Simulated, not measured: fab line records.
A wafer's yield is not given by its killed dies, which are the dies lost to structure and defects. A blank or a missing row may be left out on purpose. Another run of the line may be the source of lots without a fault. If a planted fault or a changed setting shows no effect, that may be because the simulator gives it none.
fab line records	flow sky130
record: lots: 5	wafers: 15	lastDay: 50
route steps=708 shown LI_CONTACT@375 LOCAL_INTERCONNECT@387 PAD_OPEN@708
lots that met no fault: taken from a fault-free run of the same line
startH: hours from the record's opening day to when the first of the lot's shown wafers began	waitH: hours elapsed since this lot's preceding step	" same as the row above	L1.1+2: several wafers, shown together as one row	- no value, or no start given	* or withheld: withheld	< > ~ a bound
route shown NAME@n: names a module that has steps shown in the file, with the first one's number in the route	usual: the fault-free wafers' mean and standard deviation	same: alike in all rows	chamber/n: place in a boat	sites: per-site readings	_std_site: how widely they spread, as a standard deviation	_edge_site: mean of outer sites minus mean of inner sites	radiusMm: how far each site lies from the wafer's centre	mask NAME#n: copy n	behind: the last tool/chamber to shape the wafer	hold: the reason the lot was held/the length of the hold in hours/how it ended	device: whichever transistor did not switch (one of n, p or np)	end of line: tests run on the same wafers once the route is complete	a step with no rows: only its recipe	killed: count of dies lost to structure and defects at first sort (not the wafer's yield)	map: a wafer's dies, marking killed ones x, the rest . and places with no die _
set.NAME: the run value of the setting; set.NAME@STEP: its run value at that earlier step	model.NAME: the simulator's own value behind a step, which no gauge read
certain route steps with their lots: each step a table, each wafer a row
services: the hour from which a tool's chamber was out of use, counted from the record's first day as startH (under 0 if before that day), plus the number of hours and why
== steps ==
step: SKY_LI_CONTACT_OVL_MEAS_13
usual: LI_CONTACT_OVL: 0/6.4
lot.wafer	tool	chamber	startH	waitH	LI_CONTACT_OVL[nm]
L912.2	overlay-01	-	755.13	0.1	-1
L912.3	"	-	"	"	-9
L912.4	"	-	"	"	-1
L914.1	overlay-02	-	776.00	0.1	4
L914.4	"	-	"	"	-5
L914.6	"	-	"	"	-9
L919.1	overlay-02	-	798.78	0.1	0
L919.2	"	-	"	"	-12
L919.5	"	-	"	"	-4
L923.3	overlay-02	-	830.96	0.1	-1
L923.5	"	-	"	"	1
L923.6	"	-	"	"	6
L925.1	overlay-01	-	843.23	0.1	2
L925.4	"	-	"	"	-3
L925.6	"	-	"	"	-7
step: SKY_LI_CONTACT_ETCH_14
recipe: chemistry: N2/H2	target: BARC	ionEnergyEv: 200	sourceW: 500	biasW: 100	pressureMtorr: 30	n2FlowSccm: 100	h2FlowSccm: 200	stopOn: SiO2	timeS: 45.9	targetDepthA: 600
step: SKY_LI_CONTACT_ETCH_15
recipe: target: PSG	chemistry: C4F8/O2/Ar	stopOn: Si	taperDeg: 4.15	maskMaterial: KrF-thick	sourceW: 1500	biasW: 1200	pressureMtorr: 40	c4f8FlowSccm: withheld	O2_flow_sccm: 6	Ar_flow_sccm: 300	timeS: withheld	targetDepthA: 6000
usual: oesProductAu: 0.837/0.0049
lot.wafer	tool	chamber	startH	waitH	oesProductAu
L912.2	rieDiel-04	3	755.21	0.0	0.844
L912.3	"	1	"	"	0.839
L912.4	"	2	"	"	0.842
L914.1	rieDiel-04	3	776.08	0.0	0.848
L914.4	"	1	"	"	0.830
L914.6	"	0	"	"	0.837
L919.1	rieDiel-02	0	798.86	0.0	0.839
L919.2	"	1	"	"	0.839
L919.5	"	2	"	"	0.836
L923.3	rieDiel-03	1	831.03	0.0	0.838
L923.5	"	3	"	"	0.834
L923.6	"	0	"	"	0.845
L925.1	rieDiel-02	0	843.31	0.0	0.837
L925.4	"	2	"	"	0.831
L925.6	"	0	"	"	0.847
step: SKY_LI_CONTACT_STRIP_16
recipe: chemistry: O2/N2	powerW: 1400	pressureMtorr: 1500	platenTempC: withheld	o2FlowSccm: 3000	n2FlowSccm: 300	overashFraction: 0.5
usual: drypumpMotorCurrentA: 5.8/0.37	oesProductAu: 0.376/0.0047	stripTimeToEndpointS: 3.50/0.033
lot.wafer	tool	chamber	startH	waitH	drypumpMotorCurrentA	oesProductAu	rfHoursCounterH	stripTimeToEndpointS
L912.2	plasmaAsher-02	1	755.29	-	5.6	0.372	33	3.49
L912.3	"	0	"	"	5.6	0.379	-	3.52
L912.4	"	1	"	"	5.6	0.371	-	3.54
L914.1	plasmaAsher-02	0	776.16	-	5.6	0.367	35	3.46
L914.4	"	0	"	"	5.6	0.371	-	3.51
L914.6	"	0	"	"	5.6	0.381	-	3.51
L919.1	plasmaAsher-02	0	798.94	-	5.6	0.378	37	3.55
L919.2	"	1	"	"	5.6	0.383	37	3.54
L919.5	"	1	"	"	5.6	0.370	-	3.48
L923.3	plasmaAsher-04	1	831.15	-	5.3	0.382	-	3.46
L923.5	"	0	"	"	6.0	0.379	-	3.54
L923.6	"	1	"	"	5.3	0.376	-	3.51
L925.1	plasmaAsher-02	0	843.39	-	5.6	0.370	42	3.56
L925.4	"	1	"	"	5.6	0.377	-	3.50
L925.6	"	0	"	"	5.6	0.369	-	3.53
step: SKY_LI_CONTACT_CLEAN_17
recipe: chemistry: NMP	timeS: 600	tempC: 60	dry: n2Spin
step: SKY_LI_CONTACT_PRE_CLEAN_18
recipe: gas: Ar	timeS: 5.6	biasV: 358
step: SKY_LI_CONTACT_SPUTTER_19
recipe: material: Ti	targetThkNm: 20	chamberPressurePa: 5	powerW: 2500	substrateTempC: 200	timeS: 106.37
usual: throttleValvePct: 30.2/0.91
lot.wafer	tool	chamber	startH	waitH	throttleValvePct
L912.2	pvdSputter-02	-	755.59	0.0	30.1
L912.3	"	-	"	"	28.0
L912.4	"	-	"	"	29.4
L914.1	pvdSputter-04	-	776.63	0.0	31.3
L914.4	"	-	"	"	31.0
L914.6	"	-	"	"	31.4
L919.1	pvdSputter-01	-	799.44	0.0	30.6
L919.2	"	-	"	"	30.0
L919.5	"	-	"	"	30.6
L923.3	pvdSputter-02	-	831.42	0.0	29.7
L923.5	"	-	"	"	29.7
L923.6	"	-	"	"	27.9
L925.1	pvdSputter-01	-	843.69	0.0	30.7
L925.4	"	-	"	"	30.6
L925.6	"	-	"	"	30.6
step: SKY_LI_CONTACT_SPUTTER_20
recipe: material: TiN	targetThkNm: 20	chamberPressurePa: 5	powerW: 4000	timeS: 80
step: SKY_LI_CONTACT_CVD_21
recipe: material: W	targetThkNm: 400	timeS: 120.56	tempC: 400	pressureTorr: 40
step: SKY_LI_CONTACT_RS_MEAS_22
recipe: thkMeasGauge: four-point-probe	reads: W_of_LI_CONTACT_CVD_21+TiN_of_LI_CONTACT_SPUTTER_20+Ti_of_LI_CONTACT_SPUTTER_19
usual: LI_CONTACT_W_RS: 0.2836/0.0026
lot.wafer	tool	chamber	startH	waitH	LI_CONTACT_W_RS[ohm/sq]
L912.2	filmMetro-04	-	755.87	0.1	0.2838
L912.3	"	-	"	"	0.2810
L912.4	"	-	"	"	0.2791
L914.1	filmMetro-03	-	776.90	0.1	0.2840
L914.4	"	-	"	"	0.2807
L914.6	"	-	"	"	0.2843
L919.1	filmMetro-04	-	799.71	0.1	0.2810
L919.2	"	-	"	"	0.2846
L919.5	"	-	"	"	0.2803
L923.3	filmMetro-04	-	831.73	0.1	0.2812
L923.5	"	-	"	"	0.2813
L923.6	"	-	"	"	0.2795
L925.1	filmMetro-03	-	843.95	0.1	0.2822
L925.4	"	-	"	"	0.2857
L925.6	"	-	"	"	0.2836
step: SKY_LI_CONTACT_THK_MEAS_23
recipe: thkMeasGauge: xrf	reads: W_of_LI_CONTACT_CVD_21
usual: LI_CONTACT_W_THK: 395/5.8
lot.wafer	tool	chamber	startH	waitH	LI_CONTACT_W_THK[nm]
L912.2	filmMetro-04	-	755.98	0.1	396
L912.3	"	-	"	"	403
L912.4	"	-	"	"	406
L914.1	filmMetro-03	-	777.02	0.1	399
L914.4	"	-	"	"	402
L914.6	"	-	"	"	400
L919.1	filmMetro-04	-	799.83	0.1	399
L919.2	"	-	"	"	392
L919.5	"	-	"	"	399
L923.3	filmMetro-04	-	831.83	0.1	398
L923.5	"	-	"	"	396
L923.6	"	-	"	"	400
L925.1	filmMetro-03	-	844.07	0.1	397
L925.4	"	-	"	"	395
L925.6	"	-	"	"	394
step: SKY_LI_CONTACT_CMP_24
recipe: stopOn: PSG	tOverpolishS: 20	downForcePsi: 3.5	platenRpm: 60	targetThkNm: 0	padVelocityMS: 0.94248
usual: motorCurrentA: 11.0/0.91	overpolishRunS: 20.000/0.0084	timeToEndpointS: 96/4.9
lot.wafer	tool	chamber	startH	waitH	motorCurrentA	overpolishRunS	timeToEndpointS
L912.2	cmp-02	1	756.08	0.1	10.7	20.017	100
L912.3	"	2	"	"	11.6	20.005	91
L912.4	"	3	"	"	11.1	19.995	88
L914.1	cmp-02	3	777.18	0.1	11.5	19.991	97
L914.4	"	0	"	"	10.1	20.006	94
L914.6	"	2	"	"	11.3	19.993	94
L919.2	cmp-01	0	799.89	0.0	10.3	19.998	101
L919.1	"	1	"	"	12.2	20.015	93
L919.5	"	1	"	"	13.0	19.999	92
L923.3	cmp-01	0	831.87	0.0	10.2	19.999	103
L923.6	"	0	"	"	10.3	19.980	100
L923.5	"	1	"	"	12.1	19.997	97
L925.1	cmp-02	0	844.13	0.1	9.9	19.998	90
L925.4	"	2	"	"	11.0	20.005	90
L925.6	"	0	"	"	9.7	20.002	91
step: SKY_LOCAL_INTERCONNECT_SPUTTER_00
recipe: material: TiN	targetThkNm: 100	tempC: 300	powerW: 6500	timeS: 83.3	chamberPressurePa: 0.4
usual: throttleValvePct: 29.9/1.1
lot.wafer	tool	chamber	startH	waitH	throttleValvePct	model.TiN_of_LOCAL_INTERCONNECT_SPUTTER_00.thkNm
L912.2	pvdSputter-03	-	756.33	0.2	28.5	100.9
L912.3	"	-	"	"	30.2	102.9
L912.4	"	-	"	"	30.7	101.8
L914.1	pvdSputter-02	-	777.38	0.1	29.7	100.2
L914.4	"	-	"	"	30.5	101.7
L914.6	"	-	"	"	29.6	99.93
L919.1	pvdSputter-02	-	800.19	0.2	29.6	99.51
L919.2	"	-	"	"	30.2	45.13
L919.5	"	-	"	"	29.6	100.2
L923.3	pvdSputter-03	-	832.17	0.2	28.5	98.51
L923.5	"	-	"	"	30.9	99.68
L923.6	"	-	"	"	28.5	97.72
L925.1	pvdSputter-03	-	844.43	0.2	28.5	99.24
L925.4	"	-	"	"	30.8	100.4
L925.6	"	-	"	"	28.8	99.29
step: SKY_LOCAL_INTERCONNECT_RS_MEAS_01
recipe: thkMeasGauge: four-point-probe	reads: TiN_of_LOCAL_INTERCONNECT_SPUTTER_00
usual: LOCAL_INTERCONNECT_TIN_RS: 14.14/0.16
lot.wafer	tool	chamber	startH	waitH	LOCAL_INTERCONNECT_TIN_RS[ohm/sq]
L912.2	filmMetro-03	-	756.41	0.1	14.00
L912.3	"	-	"	"	13.74
L912.4	"	-	"	"	13.91
L914.1	filmMetro-02	-	777.44	0.0	14.15
L914.4	"	-	"	"	13.91
L914.6	"	-	"	"	14.15
L919.1	filmMetro-03	-	800.25	0.0	14.23
L919.2	"	-	"	"	33.10
L919.5	"	-	"	"	14.15
L923.3	filmMetro-02	-	832.27	0.1	14.36
L923.5	"	-	"	"	14.22
L923.6	"	-	"	"	14.50
L925.1	filmMetro-03	-	844.49	0.0	14.24
L925.4	"	-	"	"	14.06
L925.6	"	-	"	"	14.26
step: SKY_LOCAL_INTERCONNECT_THK_MEAS_02
recipe: thkMeasGauge: xrf	reads: TiN_of_LOCAL_INTERCONNECT_SPUTTER_00
usual: LOCAL_INTERCONNECT_TIN_THK: 100.8/1.2
lot.wafer	tool	chamber	startH	waitH	LOCAL_INTERCONNECT_TIN_THK[nm]
L912.2	filmMetro-03	-	756.52	0.1	100.8
L912.3	"	-	"	"	103.2
L912.4	"	-	"	"	101.9
L914.1	filmMetro-02	-	777.56	0.1	101.3
L914.4	"	-	"	"	103.1
L914.6	"	-	"	"	101.1
L919.1	filmMetro-03	-	800.37	0.1	99.9
L919.2	"	-	"	"	45.2
L919.5	"	-	"	"	100.3
L923.3	filmMetro-02	-	832.37	0.1	99.4
L923.5	"	-	"	"	100.6
L923.6	"	-	"	"	99.0
L925.1	filmMetro-03	-	844.61	0.1	99.1
L925.4	"	-	"	"	100.4
L925.6	"	-	"	"	99.8
step: SKY_LOCAL_INTERCONNECT_DEHYDRATE_03
recipe: tempC: 200	timeS: 60
step: SKY_LOCAL_INTERCONNECT_HMDS_04
recipe: primeTimeS: 60	primeTempC: 120
step: SKY_LOCAL_INTERCONNECT_COAT_05
recipe: resist: BARC	tempC: withheld	timeS: withheld	spinRpm: 3000	resistThkNm: 60
step: SKY_LOCAL_INTERCONNECT_COAT_06
recipe: resist: KrF-thick	spinRpm: 3000	resistThkNm: 450
step: SKY_LOCAL_INTERCONNECT_SOFTBAKE_07
recipe: tempC: 100	timeS: 90	resist: KrF-thick
step: SKY_LOCAL_INTERCONNECT_EXPOSE_08
recipe: maskId: LI1M	na: 0.8	sourceShape: annular	sigmaInner: 0.55	sigmaOuter: 0.85	targetCdNm: 170	doseMj: 28.23
step: SKY_LOCAL_INTERCONNECT_PEB_09
recipe: pebTempC: withheld	pebTimeS: withheld	resist: KrF-thick
step: SKY_LOCAL_INTERCONNECT_DEVELOP_10
recipe: developTimeS: 60	resist: KrF-thick	devTempC: 21
step: SKY_LOCAL_INTERCONNECT_CD_MEAS_11
recipe: targetCdNm: 170
usual: cdNm: 170.4/1.4
lot.wafer	tool	chamber	startH	waitH	cdNm
L912.2	cdSem-01	-	783.34	-	170.4
L912.3	"	-	"	"	170.6
L912.4	"	-	"	"	170.4
L914.1	cdSem-02	-	803.91	-	171.5
L914.4	"	-	"	"	171.0
L914.6	"	-	"	"	170.4
L919.1	cdSem-01	-	827.21	-	170.6
L919.2	"	-	"	"	170.2
L919.5	"	-	"	"	171.1
L923.3	cdSem-01	-	858.30	-	171.9
L923.5	"	-	"	"	170.3
L923.6	"	-	"	"	171.3
L925.1	cdSem-01	-	869.96	-	170.8
L925.4	"	-	"	"	168.3
L925.6	"	-	"	"	168.7
step: SKY_LOCAL_INTERCONNECT_OVL_MEAS_12
usual: LOCAL_INTERCONNECT_OVL: -1/5.3
lot.wafer	tool	chamber	startH	waitH	LOCAL_INTERCONNECT_OVL[nm]
L912.2	overlay-02	-	783.45	0.1	5
L912.3	"	-	"	"	-6
L912.4	"	-	"	"	-3
L914.1	overlay-01	-	804.03	0.1	5
L914.4	"	-	"	"	2
L914.6	"	-	"	"	1
L919.1	overlay-01	-	827.33	0.1	11
L919.2	"	-	"	"	3
L919.5	"	-	"	"	1
L923.3	overlay-02	-	858.39	0.1	2
L923.5	"	-	"	"	-6
L923.6	"	-	"	"	4
L925.1	overlay-01	-	870.08	0.1	1
L925.4	"	-	"	"	-2
L925.6	"	-	"	"	-4
step: SKY_LOCAL_INTERCONNECT_ETCH_13
recipe: chemistry: N2/H2	target: BARC	ionEnergyEv: 200	biasW: 100	pressureMtorr: 30	n2FlowSccm: 100	h2FlowSccm: 200	icpW: 500	stopOn: SiO2	timeS: 45.9	targetDepthA: 600
step: SKY_LOCAL_INTERCONNECT_METAL_ETCH_14
recipe: targetDepthNm: 110	stopOn: PSG	chemistry: Cl2/BCl3	target: TiN	resistSidewallDeg: 88	pressureMtorr: 10	icpW: 900	biasW: 48.5	Cl2_flow_sccm: 60	bcl3FlowSccm: 30	timeS: 31.4
usual: bcl3FlowSccm: 30.01/0.093	drypumpMotorCurrentA: 5.49/0.27	oesProductAu: 0.942/0.0073	throttleValvePct: 21.900/0.01
lot.wafer	tool	chamber	startH	waitH	bcl3FlowSccm	drypumpMotorCurrentA	oesProductAu	rfHoursCounterH	throttleValvePct
L912.2	rieMetal-04	0	783.54	0.0	30.00	5.28	0.942	5	21.903
L912.3	"	1	"	"	29.97	5.55	0.959	-	21.882
L912.4	"	0	"	"	30.08	5.28	0.950	-	21.913
L914.1	rieMetal-03	1	804.13	0.0	29.98	5.64	0.943	1	21.900
L914.4	"	1	"	"	29.92	5.64	0.948	-	21.893
L914.6	"	0	"	"	29.84	5.60	0.941	-	21.901
L919.1	rieMetal-02	0	827.49	0.1	29.98	5.71	0.947	12	21.903
L919.2	"	0	"	"	29.93	5.71	0.637	-	22.099
L919.5	"	0	"	"	29.89	5.69	0.946	-	21.899
L923.3	rieMetal-02	0	858.49	0.0	29.88	5.72	0.929	-	21.913
L923.5	"	1	"	"	30.00	4.97	0.939	-	21.907
L923.6	"	0	"	"	29.90	5.72	0.936	-	21.913
L925.1	rieMetal-02	0	870.18	0.0	30.02	5.70	0.932	14	21.914
L925.4	"	0	"	"	29.92	5.73	0.941	-	21.900
L925.6	"	0	"	"	29.95	5.69	0.941	-	21.902
step: SKY_LOCAL_INTERCONNECT_STRIP_15
recipe: chemistry: O2/N2	powerW: 1400	pressureMtorr: 1500	platenTempC: withheld	o2FlowSccm: 3000	n2FlowSccm: 300	overashFraction: 0.5
usual: drypumpMotorCurrentA: 5.72/0.29	oesProductAu: 0.427/0.0044	stripTimeToEndpointS: 4.727/0.02
lot.wafer	tool	chamber	startH	waitH	drypumpMotorCurrentA	oesProductAu	rfHoursCounterH	stripTimeToEndpointS
L912.2	plasmaAsher-04	0	783.59	0.0	6.01	0.426	4	4.716
L912.3	"	1	"	"	5.34	0.421	-	4.727
L912.4	"	0	"	"	6.02	0.423	-	4.711
L914.1	plasmaAsher-01	1	804.18	0.0	6.20	0.428	67	4.737
L914.4	"	0	"	"	5.53	0.426	-	4.726
L914.6	"	0	"	"	5.57	0.432	-	4.720
L919.1	plasmaAsher-04	1	827.59	0.1	5.36	0.421	9	4.742
L919.2	"	0	"	"	6.06	0.421	9	4.726
L919.5	"	1	"	"	5.35	0.428	-	4.729
L923.3	plasmaAsher-02	1	858.56	0.1	5.60	0.435	-	4.735
L923.5	"	0	"	"	5.61	0.421	-	4.722
L923.6	"	1	"	"	5.58	0.427	-	4.748
L925.1	plasmaAsher-02	0	870.23	0.0	5.59	0.431	45	4.763
L925.4	"	0	"	"	5.58	0.428	-	4.756
L925.6	"	1	"	"	5.59	0.433	-	4.762
step: SKY_LOCAL_INTERCONNECT_STRIP_16
recipe: chemistry: postEtchResidueRemover	timeS: 1200	tempC: 72.5
lot.wafer	tool	chamber	startH	waitH	model.TiN_of_LOCAL_INTERCONNECT_SPUTTER_00.thkNm
L912.2	wetBench-01	2	783.69	0.1	100.5
L912.3	"	2	"	"	102.5
L912.4	"	2	"	"	101.4
L914.1	wetBench-02	1	804.28	0.1	99.78
L914.4	"	1	"	"	101.2
L914.6	"	1	"	"	99.51
L919.1	wetBench-02	1	827.69	0.1	99.09
L919.2	"	1	"	"	44.7
L919.5	"	1	"	"	99.82
L923.3	wetBench-02	2	858.63	0.0	98.09
L923.5	"	2	"	"	99.26
L923.6	"	2	"	"	97.3
L925.1	wetBench-03	3	870.33	0.1	98.82
L925.4	"	3	"	"	100
L925.6	"	3	"	"	98.87
step: SKY_LOCAL_INTERCONNECT_CLEAN_17
recipe: chemistry: IPA	timeS: 180	tempC: 25
step: SKY_PAD_OPEN_PROBE_99
usual: killed_at_M0_to_M3: 44/6.8	killed_at_M4_up: 3.1/1.8	killedAtContacts: 25/5.2	killedAtFrontEnd: 15/4.1	killedAtOther: 0.3/0.62	killedDies: 88/9.4	killedOpen: 48/7.1	killedShort: 40/6.1
same: grossDies: 492	killedAtBackSide: 0
lot.wafer	tool	chamber	startH	waitH	killed_at_M0_to_M3	killed_at_M4_up	killedAtContacts	killedAtFrontEnd	killedAtOther	killedDies	killedOpen	killedShort	model.etest.resLi.lineOhmUm	model.etest.resLi.rsOhmSq	model.etest.mconChain.rcOhm
L912.2	prober-01	-	1132.38	0.1	66	3	17	17	1	104	59	45	74.87	12.76	16.4
L912.3	prober-01	-	1132.43	0.2	49	6	20	23	0	98	49	49	73.48	12.46	16.44
L912.4	prober-01	-	1132.48	0.2	43	5	21	21	0	90	48	42	74.56	12.63	16.8
L914.1	prober-02	-	1146.60	0.1	33	2	19	14	0	68	37	31	75.07	12.77	17.36
L914.4	prober-02	-	1146.75	0.2	46	2	22	16	0	86	45	41	73.93	12.63	16.19
L914.6	prober-02	-	1146.85	0.2	50	3	26	13	0	92	48	44	75.62	12.83	16.44
L919.1	prober-01	-	1164.10	0.1	46	4	24	18	0	92	54	36	75.17	12.9	16.42
L919.2	prober-01	-	1164.15	0.1	50	4	25	24	1	104	57	46	166.3	28.51	23.95
L919.5	prober-01	-	1164.30	0.2	43	4	21	18	0	86	48	38	74.18	12.87	16.46
L923.3	prober-02	-	1186.08	0.2	40	3	20	15	0	78	37	40	75.58	13.03	16.04
L923.5	prober-02	-	1186.18	0.2	36	6	17	22	0	81	38	43	75.43	12.85	16.71
L923.6	prober-02	-	1186.23	0.2	49	3	20	15	0	87	52	35	75.91	13	16.27
L925.1	prober-01	-	1192.00	0.1	47	2	18	15	1	83	49	33	75.29	12.94	17.02
L925.4	prober-01	-	1192.15	0.2	43	3	30	19	1	96	56	40	75.71	12.72	17.24
L925.6	prober-01	-	1192.25	0.2	45	3	26	15	1	90	57	32	76.24	12.92	17.56
killed by level:class
L912.2 VIA1:geometricParticle:open=17 METAL1:geometricParticle:short=10 VIA3:geometricParticle:open=9 VIA2:geometricParticle:open=7 CONTACT:geometricParticle:open=6 POLY_GATE:geometricParticle:short=4 METAL2:geometricParticle:open=4 CONTACT:geometricParticle:short=4
L912.3 VIA1:geometricParticle:open=11 FIELD_ISO:geometricParticle:short=9 VIA3:geometricParticle:open=8 CONTACT:geometricParticle:open=7 METAL1:geometricParticle:short=7 VIA2:geometricParticle:open=6 VIA2:geometricParticle:short=6 FIELD_ISO:geometricParticle:open=5
L912.4 VIA1:geometricParticle:open=12 CONTACT:geometricParticle:open=8 VIA1:geometricParticle:short=6 VIA2:geometricParticle:open=6 POLY_GATE:geometricParticle:short=5 FIELD_ISO:geometricParticle:open=4 LI_CONTACT:geometricParticle:open=4 LOCAL_INTERCONNECT:geometricParticle:short=4
L914.1 VIA3:geometricParticle:open=7 FIELD_ISO:geometricParticle:open=6 CONTACT:geometricParticle:open=6 METAL2:geometricParticle:short=6 LI_CONTACT:geometricParticle:open=5 VIA2:geometricParticle:open=5 METAL1:geometricParticle:short=4 FIELD_ISO:geometricParticle:short=3
L914.4 VIA1:geometricParticle:open=14 METAL1:geometricParticle:short=7 CONTACT:geometricParticle:open=6 VIA1:geometricParticle:short=6 LI_CONTACT:geometricParticle:open=5 LOCAL_INTERCONNECT:geometricParticle:short=5 VIA3:geometricParticle:open=5 FIELD_ISO:geometricParticle:open=4
L914.6 VIA1:geometricParticle:open=15 CONTACT:geometricParticle:open=10 METAL2:geometricParticle:short=7 VIA3:geometricParticle:open=7 CONTACT:geometricParticle:short=6 VIA1:geometricParticle:short=5 METAL3:geometricParticle:short=5 POLY_GATE:geometricParticle:short=3
L919.1 VIA2:geometricParticle:open=10 CONTACT:geometricParticle:open=9 VIA1:geometricParticle:open=9 LI_CONTACT:geometricParticle:open=8 METAL1:geometricParticle:short=8 POLY_GATE:geometricParticle:open=5 FIELD_ISO:geometricParticle:short=4 POLY_GATE:geometricParticle:short=4
L919.2 VIA1:geometricParticle:open=11 CONTACT:geometricParticle:open=9 VIA2:geometricParticle:open=9 FIELD_ISO:geometricParticle:open=8 VIA3:geometricParticle:open=7 METAL1:geometricParticle:short=6 FIELD_ISO:geometricParticle:short=5 LI_CONTACT:geometricParticle:open=5
L919.5 VIA1:geometricParticle:open=13 VIA2:geometricParticle:open=9 VIA3:geometricParticle:open=8 FIELD_ISO:geometricParticle:short=7 LI_CONTACT:geometricParticle:open=4 LI_CONTACT:geometricParticle:short=4 VIA1:geometricParticle:short=4 LOCAL_INTERCONNECT:geometricParticle:short=4
L923.3 VIA1:geometricParticle:open=9 LOCAL_INTERCONNECT:geometricParticle:short=6 METAL2:geometricParticle:short=5 SPACER:geometricParticle:short=5 CONTACT:geometricParticle:open=5 VIA1:geometricParticle:short=5 VIA3:geometricParticle:short=5 LI_CONTACT:geometricParticle:open=4
L923.5 FIELD_ISO:geometricParticle:open=9 VIA3:geometricParticle:open=9 CONTACT:geometricParticle:open=6 METAL1:geometricParticle:short=6 FIELD_ISO:geometricParticle:short=5 LOCAL_INTERCONNECT:geometricParticle:short=5 METAL4:geometricParticle:short=5 VIA1:geometricParticle:short=4
L923.6 VIA1:geometricParticle:open=12 VIA2:geometricParticle:open=9 METAL1:geometricParticle:short=8 CONTACT:geometricParticle:open=7 LI_CONTACT:geometricParticle:open=5 METAL2:geometricParticle:short=5 VIA3:geometricParticle:open=5 FIELD_ISO:geometricParticle:open=4
L925.1 CONTACT:geometricParticle:open=12 VIA1:geometricParticle:open=12 VIA3:geometricParticle:open=8 VIA1:geometricParticle:short=6 VIA2:geometricParticle:open=6 FIELD_ISO:geometricParticle:open=5 CONTACT:geometricParticle:short=4 METAL2:geometricParticle:short=4
L925.4 CONTACT:geometricParticle:open=12 LI_CONTACT:geometricParticle:open=10 METAL1:geometricParticle:short=8 POLY_GATE:geometricParticle:open=7 VIA3:geometricParticle:open=7 VIA2:geometricParticle:open=7 FIELD_ISO:geometricParticle:short=6 VIA1:geometricParticle:open=5
L925.6 CONTACT:geometricParticle:open=13 VIA3:geometricParticle:open=9 VIA1:geometricParticle:open=8 VIA2:geometricParticle:open=8 LI_CONTACT:geometricParticle:open=6 METAL2:geometricParticle:short=5 FIELD_ISO:geometricParticle:open=4 POLY_GATE:geometricParticle:open=4
== services ==
tool	chamber	startH	hours	kind
plasmaAsher-04	-	733.75	9.0	pm
plasmaAsher-04	0	733.75	9.0	ventCycle
plasmaAsher-04	1	733.75	9.0	ventCycle
rieDiel-03	1	734.94	8.6	repair
rieMetal-02	-	736.54	2.0	repair
rieDiel-02	2	741.23	26.4	repair
plasmaAsher-04	0	742.75	-	clean
cmp-01	-	744.99	4.0	pm
plasmaAsher-01	-	752.02	2.7	repair
cmp-01	-	762.83	2.1	repair
rieDiel-02	3	768.55	8.6	repair
rieDiel-04	1	779.80	6.4	repair
pvdSputter-04	-	793.80	1.4	repair
rieDiel-04	2	799.34	2.8	repair
pvdSputter-01	-	812.03	4.0	repair
cmp-01	-	819.02	3.5	pm
rieMetal-03	-	824.85	1.8	repair
pvdSputter-04	-	827.04	3.3	repair
wetBench-03	-	830.47	1.9	pm
rieMetal-02	-	833.35	2.8	pm
rieDiel-04	-	840.68	1.1	repair
rieMetal-02	-	842.60	10.0	pm
plasmaAsher-01	-	843.51	2.8	pm
plasmaAsher-01	-	846.91	6.3	repair
== key ==
firstSign: step: SKY_LOCAL_INTERCONNECT_RS_MEAS_01	reading: LOCAL_INTERCONNECT_TIN_RS	direction: up	sigmas: 99+	usual: 14.14	struck: 33.10
effect: step: SKY_LOCAL_INTERCONNECT_THK_MEAS_02	reading: LOCAL_INTERCONNECT_TIN_THK	direction: down	sigmas: 48	usual: 100.8	struck: 45.2
effect: step: SKY_LOCAL_INTERCONNECT_METAL_ETCH_14	reading: oesProductAu	direction: down	sigmas: 42	usual: 0.942	struck: 0.637
modelEffect: step: SKY_LOCAL_INTERCONNECT_SPUTTER_00	value: TiN_of_LOCAL_INTERCONNECT_SPUTTER_00.thkNm	without: 102.1	struck: 45.13
modelEffect: step: SKY_LOCAL_INTERCONNECT_STRIP_16	value: TiN_of_LOCAL_INTERCONNECT_SPUTTER_00.thkNm	without: 101.7	struck: 44.7
modelEffect: step: SKY_PAD_OPEN_PROBE_99	value: etest.resLi.lineOhmUm	without: 73.34	struck: 166.3
metAt SKY_LOCAL_INTERCONNECT_SPUTTER_00
struckWafers L919.2
testerLeftOut L919
fault: kind: processParameterDrift	tool: pvdSputter-02	chamber: -	onsetH: 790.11	steps: SKY_LOCAL_INTERCONNECT_SPUTTER_00	channel: timeS	offset: *	shape: step	endH: 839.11	actsIn: *	stated: *	scope: struckWafersOnly
testerLeftOut: of these lots the tester's yield and bins aren't shown, on N5 and GAA mostly nor the transistor test; their killed dies are dies lost to structure and defects alone, not to doping, threshold or leakage, so they don't give the yield
